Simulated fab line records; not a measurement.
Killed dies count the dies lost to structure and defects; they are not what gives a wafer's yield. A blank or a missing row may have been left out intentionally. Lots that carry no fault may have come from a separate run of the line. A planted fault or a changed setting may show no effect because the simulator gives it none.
Problem report in the 8D (eight disciplines) form, filled by code ; flow gf180mcu ; the parts of the form that need people (team, actions taken, sign-off) are left out

## 1. THE PROBLEM
LVPWELL_RS at GF_VT_IMPLANT_RS_MEAS_48 reads a mean of 1210.9 ohm/sq on 1 wafer of 1 lot; wafers without a fault read 1196.6 ohm/sq with a standard deviation of 3. Relative to the usual mean, that is a shift of +4.8 standard deviations.
The step: measures by four-point-probe.
First seen on wafer L962.2, day 12 02:25, on film_metro-04. The record holds 38 wafers of 13 lots with a number at this step. By rule, "out" or "out of limits" means more than 4 standard deviations away from the usual mean. All remaining wafers that have a number are taken as sound.

## 2. WHAT IT IS; WHAT IT IS NOT
question;is;is not
which readings at this step;LVPWELL_RS;-
which lots;L962;L946, L948, L949, L950, L951, L952, L953, L954, L955, L956, L957, L967
which wafers of those lots;L962.2;L962.5
read on which gauges;film_metro-04;film_metro-02, film_metro-03
when;from day 12 02:25;"up to then (34 sound wafers); but 3 sound wafers of L967 came after"

## 3. WHAT RULES OUT EACH SUSPECT
Counting: any tool at a process step up to the reading remains a suspect provided it ran every lot that is out. Sound lots after the first of them don't rule it out here, since some wafers of a struck lot are sound.
- the gauge at GF_VT_IMPLANT_RS_MEAS_48: kept. All the wafers that are out were read on film_metro-04, and no step on other tools shows them out.
- implanter-03 at GF_LVPWELL_IMPLANT_08: kept. The lot that is out, L962, ran on it at day 7 15:19; the last sound lot it ran before that was L955, at day 6 02:07.
After counting, implanter-03 at GF_LVPWELL_IMPLANT_08 and film_metro-04 at GF_VT_IMPLANT_RS_MEAS_48 remain.

## 4. THE CAUSE (what the simulator had put in)
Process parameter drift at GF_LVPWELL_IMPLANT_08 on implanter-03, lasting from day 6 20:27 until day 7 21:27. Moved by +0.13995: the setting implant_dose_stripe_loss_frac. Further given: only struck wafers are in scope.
Counting leaves 2 suspects; this tool is one of them.

## 5. SEQUENCE OF EFFECTS, ordered by route
Rows list readings where the struck wafers' mean (over those with a number) sits beyond 3 standard deviations from the usual. Only readings whose record carries a usual standard deviation are examined. hours: median over the lots of the time between each lot's start at the first step of this table that gives one and its start at this step. sigmas: the change, counted in usual standard deviations.
hours;step;reading;usual;on struck wafers;change;sigmas
0;GF_VT_IMPLANT_RS_MEAS_48;LVPWELL_RS;1196.6 ohm/sq;1210.9;+14.3;+4.8

## 6. WHAT WOULD HAVE CAUGHT IT SOONER
126 hours passed between the start of the fault at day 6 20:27 and the first reading out of limits at a measuring or inspecting step in this record, taken at day 12 02:25.
Lots out: 1; all had begun GF_LVPWELL_IMPLANT_08 on implanter-03 by day 12 02:25. None of them would have been spared by holding the tool at that moment.
